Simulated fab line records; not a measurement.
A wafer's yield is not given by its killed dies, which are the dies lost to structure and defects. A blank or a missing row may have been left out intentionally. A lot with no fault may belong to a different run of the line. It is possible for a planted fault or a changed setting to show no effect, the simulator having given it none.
Matching of chambers || flow sky130 || SKY_METAL3_ETCH_17 on rie-diel-04 has 4 sister chambers
The step etches SiO2 in C4F8/O2/Ar, stops on TiN, time 3.9 s, target depth 15 nm. 16 wafers are shown with their chamber, then 8 later ones without.

## EACH WAFER AND ITS CHAMBER
{"wafer": "L075.3", "chamber": 2, "oes-product-au (a.u.)": 0.750}
{"wafer": "L075.5", "chamber": 3, "oes-product-au (a.u.)": 0.753}
{"wafer": "L075.6", "chamber": 0, "oes-product-au (a.u.)": 0.757}
{"wafer": "L078.1", "chamber": 2, "oes-product-au (a.u.)": 0.742}
{"wafer": "L078.2", "chamber": 1, "oes-product-au (a.u.)": 0.763}
{"wafer": "L078.3", "chamber": 0, "oes-product-au (a.u.)": 0.747}
{"wafer": "L078.4", "chamber": 3, "oes-product-au (a.u.)": 0.750}
{"wafer": "L078.5", "chamber": 1, "oes-product-au (a.u.)": 0.768}
{"wafer": "L078.6", "chamber": 0, "oes-product-au (a.u.)": 0.765}
{"wafer": "L081.2", "chamber": 2, "oes-product-au (a.u.)": 0.750}
{"wafer": "L081.3", "chamber": 3, "oes-product-au (a.u.)": 0.751}
{"wafer": "L081.6", "chamber": 2, "oes-product-au (a.u.)": 0.761}
{"wafer": "L087.1", "chamber": 2, "oes-product-au (a.u.)": 0.761}
{"wafer": "L087.4", "chamber": 3, "oes-product-au (a.u.)": 0.745}
{"wafer": "L087.6", "chamber": 0, "oes-product-au (a.u.)": 0.747}
{"wafer": "L089.2", "chamber": 1, "oes-product-au (a.u.)": 0.760}

SIGNATURES (means of the wafers above)
{"reading": "oes-product-au", "chamber 0": 0.75400, "chamber 1": 0.76367, "chamber 2": 0.75280, "chamber 3": 0.74975, "scatter within a chamber": 0.00684}
Rule: a wafer lies at a distance from a chamber equal to the root of the sum of squares, over the readings, of (its reading less the chamber's mean, divided by the reading's scatter). The wafer belongs to the nearest chamber; if the next one is less than 2 further off, it can't be placed. The scatter is the square root of a quotient: the sum, over the shown wafers, of each reading's squared deviation from its chamber's mean, divided by wafers minus chambers.

## WAFERS WITHOUT THEIR CHAMBER
{"wafer": "L089.4", "oes-product-au (a.u.)": 0.757}
{"wafer": "L089.6", "oes-product-au (a.u.)": 0.758}
{"wafer": "L091.2", "oes-product-au (a.u.)": 0.754}
{"wafer": "L091.4", "oes-product-au (a.u.)": 0.760}
{"wafer": "L091.6", "oes-product-au (a.u.)": 0.761}
{"wafer": "L095.1", "oes-product-au (a.u.)": 0.751}
{"wafer": "L095.4", "oes-product-au (a.u.)": 0.751}
{"wafer": "L095.5", "oes-product-au (a.u.)": 0.760}

## WHICH CHAMBER EACH ONE RAN IN
{"wafer": "L089.4", "from the rows above": "can't be placed: 0 or 2 or 1 or 3", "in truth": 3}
{"wafer": "L089.6", "from the rows above": "can't be placed: 0 or 2 or 1 or 3", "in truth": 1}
{"wafer": "L091.2", "from the rows above": "can't be placed: 0 or 2 or 3 or 1", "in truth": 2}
{"wafer": "L091.4", "from the rows above": "can't be placed: 1 or 0 or 2 or 3", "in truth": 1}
{"wafer": "L091.6", "from the rows above": "can't be placed: 1 or 0 or 2 or 3", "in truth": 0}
{"wafer": "L095.1", "from the rows above": "can't be placed: 3 or 2 or 0 or 1", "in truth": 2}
{"wafer": "L095.4", "from the rows above": "can't be placed: 3 or 2 or 0 or 1", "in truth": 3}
{"wafer": "L095.5", "from the rows above": "can't be placed: 1 or 0 or 2 or 3", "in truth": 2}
0 of 8 placed correctly. Unplaceable from these rows: 8, with the true chamber sitting among the candidates in 8. Number placed wrongly: 0.
